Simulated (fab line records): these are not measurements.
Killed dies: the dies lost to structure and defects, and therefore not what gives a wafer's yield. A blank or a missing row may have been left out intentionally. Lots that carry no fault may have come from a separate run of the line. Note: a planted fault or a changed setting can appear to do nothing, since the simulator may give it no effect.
Matching of chambers || flow gf180mcu || GF_V4_ETCH_16 on rie_diel-01 has 4 sister chambers
The step etches BARC in N2/H2. 18 wafers are shown with their chamber, then 9 later ones without.

== WAFERS, EACH WITH ITS CHAMBER ==
{"wafer": "L074.1", "chamber": 3, "drypump_motor_current_A (A)": 6.0, "rf_fwd_power_W (W)": 491.9, "throttle_valve_pct (%)": 13.226}
{"wafer": "L074.2", "chamber": 3, "drypump_motor_current_A (A)": 6.0, "rf_fwd_power_W (W)": 491.1, "throttle_valve_pct (%)": 13.225}
{"wafer": "L074.6", "chamber": 3, "drypump_motor_current_A (A)": 6.0, "rf_fwd_power_W (W)": 492.2, "throttle_valve_pct (%)": 13.218}
{"wafer": "L075.2", "chamber": 2, "drypump_motor_current_A (A)": 5.5, "rf_fwd_power_W (W)": 494.0, "throttle_valve_pct (%)": 13.242}
{"wafer": "L075.5", "chamber": 2, "drypump_motor_current_A (A)": 5.5, "rf_fwd_power_W (W)": 496.5, "throttle_valve_pct (%)": 13.238}
{"wafer": "L075.6", "chamber": 3, "drypump_motor_current_A (A)": 6.0, "rf_fwd_power_W (W)": 494.4, "throttle_valve_pct (%)": 13.239}
{"wafer": "L078.1", "chamber": 0, "drypump_motor_current_A (A)": 5.5, "rf_fwd_power_W (W)": 492.9, "throttle_valve_pct (%)": 13.209}
{"wafer": "L078.2", "chamber": 2, "drypump_motor_current_A (A)": 5.5, "rf_fwd_power_W (W)": 492.4, "throttle_valve_pct (%)": 13.213}
{"wafer": "L078.5", "chamber": 3, "drypump_motor_current_A (A)": 6.0, "rf_fwd_power_W (W)": 494.5, "throttle_valve_pct (%)": 13.225}
{"wafer": "L079.1", "chamber": 1, "drypump_motor_current_A (A)": 6.0, "rf_fwd_power_W (W)": 496.6, "throttle_valve_pct (%)": 13.220}
{"wafer": "L079.2", "chamber": 3, "drypump_motor_current_A (A)": 6.0, "rf_fwd_power_W (W)": 493.9, "throttle_valve_pct (%)": 13.230}
{"wafer": "L079.5", "chamber": 2, "drypump_motor_current_A (A)": 5.5, "rf_fwd_power_W (W)": 495.3, "throttle_valve_pct (%)": 13.211}
{"wafer": "L081.1", "chamber": 0, "drypump_motor_current_A (A)": 5.5, "rf_fwd_power_W (W)": 492.7, "throttle_valve_pct (%)": 13.221}
{"wafer": "L081.4", "chamber": 1, "drypump_motor_current_A (A)": 5.9, "rf_fwd_power_W (W)": 495.8, "throttle_valve_pct (%)": 13.203}
{"wafer": "L081.6", "chamber": 2, "drypump_motor_current_A (A)": 5.5, "rf_fwd_power_W (W)": 492.5, "throttle_valve_pct (%)": 13.212}
{"wafer": "L088.2", "chamber": 0, "drypump_motor_current_A (A)": 5.5, "rf_fwd_power_W (W)": 495.5, "throttle_valve_pct (%)": 13.223}
{"wafer": "L088.3", "chamber": 2, "drypump_motor_current_A (A)": 5.5, "rf_fwd_power_W (W)": 496.2, "throttle_valve_pct (%)": 13.236}
{"wafer": "L088.6", "chamber": 1, "drypump_motor_current_A (A)": 5.9, "rf_fwd_power_W (W)": 497.4, "throttle_valve_pct (%)": 13.218}

SIGNATURES, as means of the wafers listed above
{"reading": "drypump_motor_current_A", "chamber 0": 5.500, "chamber 1": 5.933, "chamber 2": 5.500, "chamber 3": 6.000, "scatter within a chamber": 0.0218}
{"reading": "rf_fwd_power_W", "chamber 0": 493.700, "chamber 1": 496.600, "chamber 2": 494.483, "chamber 3": 493.000, "scatter within a chamber": 1.53}
{"reading": "throttle_valve_pct", "chamber 0": 13.21767, "chamber 1": 13.21367, "chamber 2": 13.22533, "chamber 3": 13.22717, "scatter within a chamber": 0.0107}
Rule: a wafer's distance from a chamber is the root of the sum, over the readings, of the square of ((its reading less the chamber's mean) divided by the reading's scatter). If the next closest chamber is less than 2 further off than the closest, the wafer can't be placed; otherwise it belongs to the closest. The scatter is the square root of a quotient: the sum, over the shown wafers, of each reading's squared deviation from its chamber's mean, divided by wafers minus chambers.

== WAFERS WITH NO CHAMBER GIVEN ==
{"wafer": "L089.2", "drypump_motor_current_A (A)": 5.5, "rf_fwd_power_W (W)": 494.9, "throttle_valve_pct (%)": 13.212}
{"wafer": "L089.4", "drypump_motor_current_A (A)": 6.0, "rf_fwd_power_W (W)": 492.0, "throttle_valve_pct (%)": 13.223}
{"wafer": "L089.5", "drypump_motor_current_A (A)": 5.5, "rf_fwd_power_W (W)": 495.0, "throttle_valve_pct (%)": 13.245}
{"wafer": "L093.1", "drypump_motor_current_A (A)": 6.0, "rf_fwd_power_W (W)": 494.1, "throttle_valve_pct (%)": 13.221}
{"wafer": "L093.2", "drypump_motor_current_A (A)": 5.5, "rf_fwd_power_W (W)": 496.0, "throttle_valve_pct (%)": 13.222}
{"wafer": "L093.5", "drypump_motor_current_A (A)": 6.0, "rf_fwd_power_W (W)": 494.6, "throttle_valve_pct (%)": 13.218}
{"wafer": "L094.1", "drypump_motor_current_A (A)": 5.5, "rf_fwd_power_W (W)": 494.0, "throttle_valve_pct (%)": 13.215}
{"wafer": "L094.4", "drypump_motor_current_A (A)": 5.5, "rf_fwd_power_W (W)": 493.5, "throttle_valve_pct (%)": 13.215}
{"wafer": "L094.6", "drypump_motor_current_A (A)": 5.5, "rf_fwd_power_W (W)": 492.3, "throttle_valve_pct (%)": 13.229}

== WHICH CHAMBER EACH ONE RAN IN ==
{"wafer": "L089.2", "from the rows above": "can't be placed: 0 or 2", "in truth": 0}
{"wafer": "L089.4", "from the rows above": 3, "in truth": 3}
{"wafer": "L089.5", "from the rows above": "can't be placed: 2 or 0", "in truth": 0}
{"wafer": "L093.1", "from the rows above": 3, "in truth": 3}
{"wafer": "L093.2", "from the rows above": "can't be placed: 2 or 0", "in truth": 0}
{"wafer": "L093.5", "from the rows above": "can't be placed: 3 or 1", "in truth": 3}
{"wafer": "L094.1", "from the rows above": "can't be placed: 0 or 2", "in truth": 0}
{"wafer": "L094.4", "from the rows above": "can't be placed: 0 or 2", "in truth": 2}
{"wafer": "L094.6", "from the rows above": "can't be placed: 0 or 2", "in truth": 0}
Placed correctly: 2 of 9. From these rows, 7 cannot be placed; in 7 the true chamber is one of the candidates. Number placed wrongly: 0.
